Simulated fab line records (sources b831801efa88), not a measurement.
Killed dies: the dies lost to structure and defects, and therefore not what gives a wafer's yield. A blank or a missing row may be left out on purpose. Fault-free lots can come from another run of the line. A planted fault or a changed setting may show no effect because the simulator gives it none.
fab line records -- flow sky130
[record] lots = 10, wafers = 30, last-day = 50
route steps=708 shown SD_P@330 LI_CONTACT@374 LOCAL_INTERCONNECT@399
lots that met no fault: from a run of the same line without faults
start-h: hours from the record's first day to the start of the lot's first wafer shown -- wait-h: how many hours have passed since the lot's step before this one -- " as in the row above -- L1.1+2: several wafers, shown together as one row -- - no value present, or no start provided -- * or withheld: withheld -- < > ~ a bound
route shown NAME@n: a module of which the file shows steps, and the number in the route of the first -- usual: mean/standard deviation of fault-free wafers -- same: alike in all rows -- chamber/n: place in a boat -- sites: each site's reading -- _std_site: how widely they spread, as a standard deviation -- _edge_site: outer sites' mean less inner sites' -- radius-mm: for every site, how far away it sits from the centre of the wafer -- mask NAME#n: copy n -- behind: the tool/chamber that last shaped the wafer -- hold: why the lot went on hold/how many hours it stayed there/how the hold came to an end -- device: which transistor (n, p or np) failed to switch -- end of line: at the end of the route, the tests of the same wafers -- a step with no rows: only its recipe -- killed: count of dies lost to structure and defects at first sort (not the wafer's yield) -- map: the dies of a wafer, with x for killed, . for not killed, _ for no die there
set.NAME: the setting that was run; set.NAME@STEP: the one run at that earlier step -- model.NAME: the simulator's own value behind a step, which no gauge read
the route's steps for a sample of lots (tables are steps, rows are wafers)
services: when a tool's chamber went out of use (start-h, in hours from the record's first day, below 0 if earlier), for how many hours, and the reason
[[steps]]
[step SKY_SD_P_STRIP_10]
[recipe] chemistry = O2/N2, power-w = 1400, pressure-mtorr = 1500, platen-temp-c = withheld, o2-flow-sccm = 3000, n2-flow-sccm = 300, overash-fraction = 0.5
[usual] drypump-motor-current-A = 5.7/0.4, oes-product-au = 0.618/0.0046, strip-time-to-endpoint-s = 17.49/0.04
lot.wafer,tool,chamber,start-h,wait-h,drypump-motor-current-A,oes-product-au,rf-hours-counter-h,strip-time-to-endpoint-s
L393.2,plasma-asher-01,1,583.64,0.1,5.5,0.622,75,17.51
L393.4,plasma-asher-01,1,583.64,0.1,5.5,0.626,-,17.55
L393.5,plasma-asher-01,0,583.64,0.1,6.4,0.620,-,17.53
L395.3,plasma-asher-02,1,609.30,0.1,5.4,0.616,-,17.54
L395.4,plasma-asher-02,0,609.30,0.1,5.5,0.615,-,17.48
L395.5,plasma-asher-02,0,609.30,0.1,5.6,0.612,-,17.53
L396.1,plasma-asher-02,1,619.41,0.1,5.5,0.615,47,17.52
L396.4,plasma-asher-02,1,619.41,0.1,5.5,0.614,-,17.54
L396.5,plasma-asher-02,1,619.41,0.1,5.5,0.614,-,17.52
L399.1,plasma-asher-02,1,653.11,0.1,5.5,0.619,51,17.47
L399.5,plasma-asher-02,1,653.11,0.1,5.5,0.618,-,17.49
L399.6,plasma-asher-02,0,653.11,0.1,5.5,0.614,-,17.49
L403.1,plasma-asher-03,0,685.31,0.1,5.1,0.617,101,17.46
L403.3,plasma-asher-03,0,685.31,0.1,5.2,0.615,-,17.50
L403.4,plasma-asher-03,1,685.31,0.1,6.0,0.628,-,17.45
L404.2,plasma-asher-01,1,690.46,0.1,5.6,0.620,85,17.47
L404.3,plasma-asher-01,0,690.46,0.1,6.4,0.622,-,17.48
L404.6,plasma-asher-01,0,690.46,0.1,6.4,0.618,-,17.47
L412.1,plasma-asher-01,1,747.36,0.1,5.5,0.621,92,17.50
L412.3,plasma-asher-01,1,747.36,0.1,5.6,0.616,-,17.48
L412.5,plasma-asher-01,1,747.36,0.1,5.6,0.623,-,17.51
L414.2,plasma-asher-01,1,762.59,0.1,5.6,0.618,93,17.58
L414.3,plasma-asher-01,1,762.59,0.1,5.6,0.622,-,17.55
L414.6,plasma-asher-01,0,762.59,0.1,6.4,0.621,-,17.53
L415.1,plasma-asher-03,1,766.74,0.1,6.0,0.614,2,17.50
L415.2,plasma-asher-03,0,766.74,0.1,5.1,0.612,2,17.54
L415.3,plasma-asher-03,1,766.74,0.1,6.0,0.615,-,17.53
L416.4,plasma-asher-02,0,773.95,0.1,5.5,0.618,-,17.49
L416.5,plasma-asher-02,0,773.95,0.1,5.5,0.617,-,17.55
L416.6,plasma-asher-02,1,773.95,0.1,5.5,0.618,-,17.49
[step SKY_LI_CONTACT_CD_MEAS_12]
[recipe] target-cd-nm = 170
[usual] cd-nm = 170.0/1.6
lot.wafer,tool,chamber,start-h,wait-h,cd-nm
L393.2,cd-sem-01,-,672.90,-,168.8
L393.4,cd-sem-01,-,672.90,-,170.1
L393.5,cd-sem-01,-,672.90,-,168.6
L395.3,cd-sem-02,-,697.37,-,169.6
L395.4,cd-sem-02,-,697.37,-,168.8
L395.5,cd-sem-02,-,697.37,-,169.6
L396.1,cd-sem-01,-,706.95,-,170.2
L396.4,cd-sem-01,-,706.95,-,170.3
L396.5,cd-sem-01,-,706.95,-,171.4
L399.1,cd-sem-01,-,739.43,-,170.9
L399.5,cd-sem-01,-,739.43,-,170.8
L399.6,cd-sem-01,-,739.43,-,171.9
L403.1,cd-sem-01,-,770.01,-,170.4
L403.3,cd-sem-01,-,770.01,-,170.8
L403.4,cd-sem-01,-,770.01,-,169.9
L404.2,cd-sem-01,-,773.75,-,169.0
L404.3,cd-sem-01,-,773.75,-,168.2
L404.6,cd-sem-01,-,773.75,-,167.9
L412.1,cd-sem-02,-,827.81,-,169.0
L412.3,cd-sem-02,-,827.81,-,169.2
L412.5,cd-sem-02,-,827.81,-,167.4
L414.2,cd-sem-01,-,844.52,-,171.5
L414.3,cd-sem-01,-,844.52,-,170.0
L414.6,cd-sem-01,-,844.52,-,170.5
L415.1,cd-sem-01,-,847.85,-,167.3
L415.2,cd-sem-01,-,847.85,-,166.7
L415.3,cd-sem-01,-,847.85,-,166.8
L416.4,cd-sem-01,-,853.67,-,169.3
L416.5,cd-sem-01,-,853.67,-,169.0
L416.6,cd-sem-01,-,853.67,-,169.4
[step SKY_LI_CONTACT_CVD_21]
[recipe] material = W, target-thk-nm = 400, time-s = 120.56, temp-c = 400, pressure-torr = 40
[usual] chamber-pressure-Torr = 40.00/0.076, heater-power-w = 783/110
lot.wafer,tool,chamber,start-h,wait-h,chamber-pressure-Torr,heater-power-w
L393.2,cvd-w-02,0,673.60,0.0,40.01,783
L393.4,cvd-w-02,1,673.60,0.0,39.98,642
L393.5,cvd-w-02,0,673.60,0.0,40.27,755
L395.3,cvd-w-02,0,698.10,0.1,40.03,777
L395.4,cvd-w-02,1,698.10,0.1,39.92,670
L395.5,cvd-w-02,1,698.10,0.1,39.96,640
L396.1,cvd-w-01,1,707.87,0.0,40.00,941
L396.4,cvd-w-01,1,707.87,0.0,39.91,961
L396.5,cvd-w-01,0,707.87,0.0,39.91,848
L399.1,cvd-w-02,1,740.15,0.0,40.10,657
L399.5,cvd-w-02,1,740.15,0.0,40.03,666
L399.6,cvd-w-02,0,740.15,0.0,39.97,776
L403.1,cvd-w-02,0,770.72,0.0,40.00,784
L403.3,cvd-w-02,1,770.72,0.0,12.23,652
L403.4,cvd-w-02,0,770.72,0.0,39.97,791
L404.2,cvd-w-02,1,774.46,0.0,12.28,679
L404.3,cvd-w-02,0,774.46,0.0,39.98,776
L404.6,cvd-w-02,1,774.46,0.0,12.39,650
L412.1,cvd-w-02,0,828.52,0.0,39.98,778
L412.3,cvd-w-02,0,828.52,0.0,39.97,777
L412.5,cvd-w-02,0,828.52,0.0,39.92,797
L414.2,cvd-w-01,0,845.22,0.0,40.05,861
L414.3,cvd-w-01,0,845.22,0.0,40.04,846
L414.6,cvd-w-01,0,845.22,0.0,40.07,853
L415.1,cvd-w-02,1,848.57,0.0,40.14,686
L415.2,cvd-w-02,0,848.57,0.0,39.89,775
L415.3,cvd-w-02,1,848.57,0.0,40.02,646
L416.4,cvd-w-02,0,854.54,0.1,40.05,781
L416.5,cvd-w-02,1,854.54,0.1,40.10,671
L416.6,cvd-w-02,0,854.54,0.1,40.02,783
[step SKY_LI_CONTACT_RS_MEAS_22]
[recipe] thk-meas-gauge = four-point-probe, reads = W_of_LI_CONTACT_CVD_21+TiN_of_LI_CONTACT_SPUTTER_20+Ti_of_LI_CONTACT_SPUTTER_19
[usual] LI_CONTACT_W_RS = 0.284/0.0039
lot.wafer,tool,chamber,start-h,wait-h,hold,LI_CONTACT_W_RS[ohm/sq]
L393.2,film-metro-03,-,673.74,0.1,-,0.286
L393.4,film-metro-03,-,673.74,0.1,-,0.287
L393.5,film-metro-03,-,673.74,0.1,-,0.286
L395.3,film-metro-03,-,698.23,0.1,-,0.284
L395.4,film-metro-03,-,698.23,0.1,-,0.283
L395.5,film-metro-03,-,698.23,0.1,-,0.281
L396.1,film-metro-01,-,708.00,0.1,-,0.282
L396.4,film-metro-01,-,708.00,0.1,-,0.284
L396.5,film-metro-01,-,708.00,0.1,-,0.287
L399.1,film-metro-03,-,740.27,0.1,-,0.280
L399.5,film-metro-03,-,740.27,0.1,-,0.280
L399.6,film-metro-03,-,740.27,0.1,-,0.286
L403.1,film-metro-01,-,770.85,0.1,await-dispo/0.2h/release,0.284
L403.3,film-metro-01,-,770.85,0.1,await-dispo/0.2h/release,0.518
L403.4,film-metro-01,-,770.85,0.1,await-dispo/0.2h/release,0.283
L403.1,film-metro-01,-,771.14,0.3,-,0.285
L403.3,film-metro-01,-,771.14,0.3,-,0.518
L403.4,film-metro-01,-,771.14,0.3,-,0.283
L404.2,film-metro-04,-,774.61,0.1,await-dispo/0.2h/release,0.500
L404.3,film-metro-04,-,774.61,0.1,await-dispo/0.2h/release,0.283
L404.6,film-metro-04,-,774.61,0.1,await-dispo/0.2h/release,0.502
L404.2,film-metro-04,-,774.89,0.3,-,0.500
L404.3,film-metro-04,-,774.89,0.3,-,0.282
L404.6,film-metro-04,-,774.89,0.3,-,0.502
L412.1,film-metro-03,-,828.65,0.1,-,0.284
L412.3,film-metro-03,-,828.65,0.1,-,0.282
L412.5,film-metro-03,-,828.65,0.1,-,0.283
L414.2,film-metro-03,-,845.36,0.1,-,0.296
L414.3,film-metro-03,-,845.36,0.1,-,0.297
L414.6,film-metro-03,-,845.36,0.1,-,0.295
L415.1,film-metro-03,-,848.69,0.1,-,0.289
L415.2,film-metro-03,-,848.69,0.1,-,0.288
L415.3,film-metro-03,-,848.69,0.1,-,0.286
L416.4,film-metro-01,-,854.69,0.1,-,0.278
L416.5,film-metro-01,-,854.69,0.1,-,0.280
L416.6,film-metro-01,-,854.69,0.1,-,0.277
[step SKY_LI_CONTACT_THK_MEAS_23]
[recipe] thk-meas-gauge = xrf, reads = W_of_LI_CONTACT_CVD_21
[usual] LI_CONTACT_W_THK = 386/6.3
lot.wafer,tool,chamber,start-h,wait-h,hold,LI_CONTACT_W_THK[nm]
L393.2,film-metro-03,-,673.85,0.1,-,382
L393.4,film-metro-03,-,673.85,0.1,-,380
L393.5,film-metro-03,-,673.85,0.1,-,384
L395.3,film-metro-03,-,698.33,0.1,-,385
L395.4,film-metro-03,-,698.33,0.1,-,384
L395.5,film-metro-03,-,698.33,0.1,-,386
L396.1,film-metro-01,-,708.12,0.1,-,396
L396.4,film-metro-01,-,708.12,0.1,-,395
L396.5,film-metro-01,-,708.12,0.1,-,387
L399.1,film-metro-03,-,740.39,0.1,-,387
L399.5,film-metro-03,-,740.39,0.1,-,393
L399.6,film-metro-03,-,740.39,0.1,-,379
L404.2,film-metro-04,-,776.45,1.5,await-dispo/0.2h/release,223
L404.3,film-metro-04,-,776.45,1.5,await-dispo/0.2h/release,387
L404.6,film-metro-04,-,776.45,1.5,await-dispo/0.2h/release,222
L404.2,film-metro-04,-,776.67,0.2,-,222
L404.3,film-metro-04,-,776.67,0.2,-,390
L404.6,film-metro-04,-,776.67,0.2,-,223
L403.1,film-metro-01,-,776.50,5.3,await-dispo/0.2h/release,388
L403.3,film-metro-01,-,776.50,5.3,await-dispo/0.2h/release,216
L403.4,film-metro-01,-,776.50,5.3,await-dispo/0.2h/release,391
L403.1,film-metro-01,-,776.74,0.2,-,388
L403.3,film-metro-01,-,776.74,0.2,-,215
L403.4,film-metro-01,-,776.74,0.2,-,393
L412.1,film-metro-03,-,828.77,0.1,-,381
L412.3,film-metro-03,-,828.77,0.1,-,385
L412.5,film-metro-03,-,828.77,0.1,-,386
L414.2,film-metro-03,-,845.47,0.1,-,375
L414.3,film-metro-03,-,845.47,0.1,-,369
L414.6,film-metro-03,-,845.47,0.1,-,371
L415.1,film-metro-03,-,848.81,0.1,-,382
L415.2,film-metro-03,-,848.81,0.1,-,383
L415.3,film-metro-03,-,848.81,0.1,-,384
L416.4,film-metro-01,-,854.78,0.1,-,397
L416.5,film-metro-01,-,854.78,0.1,-,397
L416.6,film-metro-01,-,854.78,0.1,-,401
[step SKY_LI_CONTACT_CMP_24]
[recipe] stop-on = PSG, t-overpolish-s = 20, down-force-psi = 3.5, platen-rpm = 60, target-thk-nm = 0, pad-velocity-m-s = 0.94248
[usual] edge-zone-pressure-frac = 1.000/0.0049, motor-current-A = 10.4/1.1, time-to-endpoint-s = 98/4.2
lot.wafer,tool,chamber,start-h,wait-h,hold,edge-zone-pressure-frac,motor-current-A,time-to-endpoint-s
L393.2,cmp-01,1,673.90,0.0,-,0.987,10.0,99
L393.4,cmp-01,3,673.90,0.0,-,0.997,10.2,91
L393.5,cmp-01,2,673.90,0.0,-,1.013,9.3,103
L395.3,cmp-01,1,698.37,0.0,-,1.003,10.2,96
L395.4,cmp-01,2,698.37,0.0,-,0.996,9.7,98
L395.5,cmp-01,1,698.37,0.0,-,1.004,9.7,95
L396.4,cmp-01,2,708.28,0.1,-,1.002,10.2,96
L396.1,cmp-01,3,708.28,0.1,-,0.999,9.9,92
L396.5,cmp-01,1,708.28,0.1,-,1.005,10.2,93
L399.1,cmp-01,3,740.60,0.2,-,0.996,10.4,93
L399.5,cmp-01,0,740.60,0.2,-,0.998,9.8,96
L399.6,cmp-01,1,740.60,0.2,-,1.002,10.8,94
L403.4,cmp-01,1,777.96,1.2,await-dispo/1.2h/release,0.998,10.4,100
L403.3,cmp-01,3,777.96,1.2,await-dispo/1.2h/release,0.998,9.4,53
L403.1,cmp-01,0,777.96,1.2,await-dispo/1.2h/release,0.996,10.7,100
L404.2,cmp-01,3,782.93,6.2,await-dispo/6.2h/release,1.008,9.8,54
L404.3,cmp-01,1,782.93,6.2,await-dispo/6.2h/release,0.996,10.4,102
L404.6,cmp-01,0,782.93,6.2,await-dispo/6.2h/release,1.011,10.1,57
L412.3,cmp-02,0,828.91,0.1,-,1.003,11.9,94
L412.1,cmp-02,2,828.91,0.1,-,1.003,9.6,96
L412.5,cmp-02,0,828.91,0.1,-,0.999,12.3,95
L414.3,cmp-02,3,845.62,0.1,-,1.005,8.4,96
L414.2,cmp-02,0,845.62,0.1,-,0.997,12.4,92
L414.6,cmp-02,2,845.62,0.1,-,1.001,9.8,93
L415.2,cmp-02,2,848.92,0.1,-,0.998,9.7,94
L415.1,cmp-02,3,848.92,0.1,-,1.007,9.0,102
L415.3,cmp-02,0,848.92,0.1,-,0.999,12.4,91
L416.4,cmp-02,0,854.91,0.1,-,1.006,11.8,95
L416.6,cmp-02,2,854.91,0.1,-,0.998,9.6,102
L416.5,cmp-02,3,854.91,0.1,-,0.994,9.0,105
[step SKY_LOCAL_INTERCONNECT_OVL_MEAS_12]
[usual] LOCAL_INTERCONNECT_OVL = 3/5.9
lot.wafer,tool,chamber,start-h,wait-h,LOCAL_INTERCONNECT_OVL[nm]
L393.2,overlay-01,-,702.68,0.1,9
L393.4,overlay-01,-,702.68,0.1,9
L393.5,overlay-01,-,702.68,0.1,-4
L395.3,overlay-01,-,726.33,0.1,12
L395.4,overlay-01,-,726.33,0.1,5
L395.5,overlay-01,-,726.33,0.1,8
L396.1,overlay-02,-,736.22,0.1,7
L396.4,overlay-02,-,736.22,0.1,7
L396.5,overlay-02,-,736.22,0.1,5
L399.1,overlay-02,-,768.30,0.1,-5
L399.5,overlay-02,-,768.30,0.1,-6
L399.6,overlay-02,-,768.30,0.1,-9
L403.1,overlay-02,-,798.32,0.1,5
L403.3,overlay-02,-,798.32,0.1,6
L403.4,overlay-02,-,798.32,0.1,5
L404.2,overlay-01,-,801.58,0.1,0
L404.3,overlay-01,-,801.58,0.1,8
L404.6,overlay-01,-,801.58,0.1,4
L412.1,overlay-01,-,855.22,0.1,1
L412.3,overlay-01,-,855.22,0.1,13
L412.5,overlay-01,-,855.22,0.1,8
L414.2,overlay-02,-,872.33,0.1,6
L414.3,overlay-02,-,872.33,0.1,-2
L414.6,overlay-02,-,872.33,0.1,8
L415.1,overlay-02,-,875.67,0.1,-4
L415.2,overlay-02,-,875.67,0.1,-12
L415.3,overlay-02,-,875.67,0.1,-4
L416.4,overlay-02,-,881.69,0.1,13
L416.5,overlay-02,-,881.69,0.1,4
L416.6,overlay-02,-,881.69,0.1,3
[[services]]
tool,chamber,start-h,hours,kind
cmp-02,-,572.24,4.0,pm
cvd-w-02,0,584.79,11.5,repair
cvd-w-01,0,587.69,2.5,repair
cvd-w-01,-,598.32,0.5,repair
cmp-01,-,600.20,2.3,repair
plasma-asher-02,-,624.06,1.2,repair
cmp-01,-,641.08,4.7,pm
cvd-w-01,-,643.89,14.2,repair
plasma-asher-03,-,654.32,1.9,repair
cmp-02,-,678.60,5.5,repair
cmp-01,-,681.61,1.5,repair
cmp-02,-,684.07,3.2,pm
plasma-asher-01,-,706.27,3.6,repair
plasma-asher-02,-,709.55,15.6,pm
cvd-w-01,-,728.21,14.6,pm
plasma-asher-03,-,733.75,9.0,pm
cmp-01,-,744.00,4.0,pm
cmp-01,-,750.27,3.1,repair
cvd-w-02,-,758.53,0.7,repair
cmp-01,-,784.90,1.9,repair
plasma-asher-02,-,804.10,0.6,repair
plasma-asher-02,-,825.14,4.0,pm
cmp-01,-,826.16,7.2,pm
plasma-asher-02,-,832.77,9.1,repair
[[key]]
[first-sign] step = SKY_LI_CONTACT_CVD_21, reading = chamber-pressure-Torr, direction = down, sigmas = 99+, usual = 40.00, struck = 12.30
[effect] step = SKY_LI_CONTACT_RS_MEAS_22, reading = visit, direction = added
[effect] step = SKY_LI_CONTACT_RS_MEAS_22, reading = LI_CONTACT_W_RS, direction = up, sigmas = 57, usual = 0.284, struck = 0.507
[effect] step = SKY_LI_CONTACT_THK_MEAS_23, reading = visit, direction = added
[effect] step = SKY_LI_CONTACT_THK_MEAS_23, reading = LI_CONTACT_W_THK, direction = down, sigmas = 26, usual = 386, struck = 220
[effect] step = SKY_LI_CONTACT_CMP_24, reading = time-to-endpoint-s, direction = down, sigmas = 10, usual = *, struck = *
met-at SKY_LI_CONTACT_CVD_21
struck-lots L403,L404
struck-wafers L403.3,L404.2,L404.6
tester-left-out L403,L404
not-acting-at SKY_SD_P_STRIP_10,SKY_LI_CONTACT_CD_MEAS_12,SKY_LOCAL_INTERCONNECT_OVL_MEAS_12
onset-between 740.15 770.72
[fault] kind = process-parameter-drift, tool = cvd-w-02, chamber = 1, onset-h = 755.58, steps = SKY_LI_CONTACT_CVD_21, channel = pressure-torr, offset = -27.695, shape = step, end-h = 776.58, acts-in = these-recipes-only, stated = 40
// tester-left-out: of these lots the tester's yield and bins aren't shown, on N5 and GAA mostly nor the transistor test; their killed dies are dies lost to structure and defects alone, not to doping, threshold or leakage, so they don't give the yield
